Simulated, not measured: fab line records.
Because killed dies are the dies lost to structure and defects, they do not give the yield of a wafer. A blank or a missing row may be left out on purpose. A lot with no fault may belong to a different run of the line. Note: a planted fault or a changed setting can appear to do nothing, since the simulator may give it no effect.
Which tool did it? | flow sky130 | 14 lots with 42 wafers sampled at 4 steps, on a route of 708 steps

## WHAT THE GAUGES SHOWED, per wafer
SKY_FIELD_ISO_THK_MEAS_02. Usual: FIELD_ISO_OXIDATION_00_THK gives 12.08 nm (standard deviation 0.26).
lot  | measured    | on           | FIELD_ISO_OXIDATION_00_THK (nm) | flag
L803 | day 1 14:18 | filmMetro-01 | 11.97 11.81 11.86               | 
L804 | day 1 17:52 | filmMetro-03 | 12.15 12.30 12.46               | 
L805 | day 1 22:29 | filmMetro-03 | 12.26 12.06 11.95               | 
L806 | day 2 03:52 | filmMetro-03 | 12.17 12.27 11.94               | 
L807 | day 2 08:01 | filmMetro-01 | 11.99 11.89 11.94               | 
L808 | day 2 12:38 | filmMetro-04 | 11.77 11.69 11.48               | 
L809 | day 2 17:38 | filmMetro-04 | 12.35 12.18 12.23               | 
L812 | day 3 10:40 | filmMetro-04 | 11.83 11.67 11.77               | 
L813 | day 3 15:05 | filmMetro-04 | 12.02 11.92 12.14               | 
L822 | day 5 11:08 | filmMetro-01 | 12.08 12.31 12.04               | 
L823 | day 5 16:43 | filmMetro-04 | 12.36 12.06 12.30               | 
L824 | day 5 21:21 | filmMetro-04 | 12.40 12.35 12.42               | 
L825 | day 6 01:39 | filmMetro-03 | 12.43 12.30 12.57               | 
L826 | day 6 06:41 | filmMetro-04 | 11.98 11.92 12.04               | 

SKY_NWELL_OVL_MEAS_23. Usual: NWELL_01_OVL gives 0.3 nm (standard deviation 1.4).
lot  | measured     | on         | NWELL_01_OVL (nm) | flag
L803 | day 5 10:19  | overlay-01 | 0.7 1.1 -1.0      | 
L804 | day 5 13:46  | overlay-02 | 2.4 0.7 0.0       | 
L805 | day 5 21:52  | overlay-02 | 1.0 0.0 -0.8      | 
L806 | day 6 08:25  | overlay-02 | -0.7 -1.2 -2.4    | 
L807 | day 6 11:22  | overlay-02 | -0.3 -0.6 0.3     | 
L808 | day 6 18:01  | overlay-01 | 1.7 2.9 1.3       | 
L809 | day 6 23:46  | overlay-02 | 1.3 1.9 -0.4      | 
L812 | day 7 18:04  | overlay-01 | - - -             | OFF
L813 | day 7 20:28  | overlay-02 | - - -             | OFF
L822 | day 10 04:16 | overlay-02 | 1.7 2.4 0.7       | 
L823 | day 10 12:53 | overlay-01 | -1.4 -1.8 -1.4    | 
L824 | day 10 18:53 | overlay-01 | 0.7 1.6 1.6       | 
L825 | day 10 22:56 | overlay-02 | 1.8 1.4 1.3       | 
L826 | day 11 05:02 | overlay-01 | -3.3 -2.6 -2.0    | 

SKY_VT_ADJUST_LVTN_TW_MEAS_10. Usual: VT_ADJUST_LVTN_TW gives 241.1 (standard deviation 1.6).
lot  | measured     | on           | VT_ADJUST_LVTN_TW | flag
L803 | day 7 02:10  | filmMetro-04 | 242.1 242.0 241.6 | 
L804 | day 7 05:38  | filmMetro-01 | 240.2 241.5 240.6 | 
L805 | day 7 13:28  | filmMetro-02 | 237.2 237.0 237.7 | 
L806 | day 8 01:31  | filmMetro-02 | 239.8 238.8 239.1 | 
L807 | day 8 05:07  | filmMetro-01 | 242.1 240.8 242.2 | 
L808 | day 8 11:57  | filmMetro-04 | 242.4 242.8 242.2 | 
L809 | day 8 17:20  | filmMetro-04 | 241.9 243.7 241.9 | 
L812 | day 9 12:16  | filmMetro-01 | 241.6 242.5 241.1 | 
L813 | day 9 15:16  | filmMetro-02 | 240.5 239.6 239.8 | 
L822 | day 12 06:37 | filmMetro-01 | 240.1 240.1 239.9 | 
L823 | day 12 15:53 | filmMetro-01 | 239.9 240.0 239.3 | 
L824 | day 12 20:19 | filmMetro-01 | 240.0 239.8 240.4 | 
L825 | day 13 01:43 | filmMetro-04 | 243.8 243.8 243.9 | 
L826 | day 13 08:19 | filmMetro-01 | 240.0 239.5 240.1 | 

## WHAT TOOL EACH LOT RAN ON (gives the tool, then ch and the chambers of the sampled wafers, and finally the start)
lot  | SKY_NWELL_COAT_18
L803 | lithoTrack-01 ch 0, day 5 01:08
L804 | lithoTrack-01 ch 0, day 5 04:59
L805 | lithoTrack-04 ch 0, day 5 12:32
L806 | lithoTrack-02 ch 0, day 5 22:44
L807 | lithoTrack-04 ch 0, day 6 01:28
L808 | lithoTrack-01 ch 0, day 6 07:43
L809 | lithoTrack-02 ch 0, day 6 13:29
L812 | lithoTrack-01, day 7 07:25
L813 | lithoTrack-02, day 7 09:46
L822 | lithoTrack-02 ch 0, day 9 16:35
L823 | lithoTrack-02 ch 0, day 10 01:02
L824 | lithoTrack-01 ch 0, day 10 06:26
L825 | lithoTrack-01 ch 0, day 10 10:04
L826 | lithoTrack-02 ch 0, day 10 16:13
- SKY_NWELL_COAT_18: resist thk 3000 nm.

## WHAT THE TOOLS THEMSELVES READ (means of the sampled wafers that have a number; where no wafer has one, the mark that the record gives instead)
SKY_NWELL_COAT_18. Usual: chillPlateTempC 23.02 C, standard deviation 0.098; dispensePressureKPa 54.1 kPa, standard deviation 1.3.
lot  | tool          | chillPlateTempC (C) | dispensePressureKPa (kPa) | flag
L803 | lithoTrack-01 | 22.88               | 54.7                      | 
L804 | lithoTrack-01 | 23.11               | 54.7                      | 
L805 | lithoTrack-04 | 23.13               | 52.4                      | 
L806 | lithoTrack-02 | 23.08               | 55.6                      | 
L807 | lithoTrack-04 | 23.10               | 52.4                      | 
L808 | lithoTrack-01 | 23.04               | 54.7                      | 
L809 | lithoTrack-02 | 22.95               | 55.6                      | 
L812 | lithoTrack-01 | -                   | -                         | OFF
L813 | lithoTrack-02 | -                   | -                         | OFF
L822 | lithoTrack-02 | 23.01               | 55.6                      | 
L823 | lithoTrack-02 | 23.07               | 55.6                      | 
L824 | lithoTrack-01 | 22.96               | 54.7                      | 
L825 | lithoTrack-01 | 22.96               | 54.7                      | 
L826 | lithoTrack-02 | 23.05               | 55.5                      | 

## THE ANSWER, worked out from the rows above alone
Rule: take the mean of a lot's wafers that have a number; if it is more than 3 standard deviations from the usual mean, the lot is off. Also off: a lot with no number at a reading for which 4 or more lots have one. All remaining lots with rows at the step are treated as sound. After the gauges, taken in route order, come the tools' own readings; for these a lot's mean is taken, as printed above. The first step at which some lot is off is used, and at that step the reading that is off furthest; a lot without a number counts as furthest.
Off: at SKY_NWELL_OVL_MEAS_23 (NWELL_01_OVL), L812, L813. Without a number there: L812, L813.
A tool fits if, at a process step before that reading, it ran every lot that is off, and no sound lot after the first of them. The gauges at SKY_NWELL_OVL_MEAS_23 aren't tried: what is off there is off at SKY_NWELL_COAT_18 too, on other tools, and a gauge's error can't cause that. None of those tried fits.

## WHAT HAD BEEN PUT IN BY THE SIMULATOR
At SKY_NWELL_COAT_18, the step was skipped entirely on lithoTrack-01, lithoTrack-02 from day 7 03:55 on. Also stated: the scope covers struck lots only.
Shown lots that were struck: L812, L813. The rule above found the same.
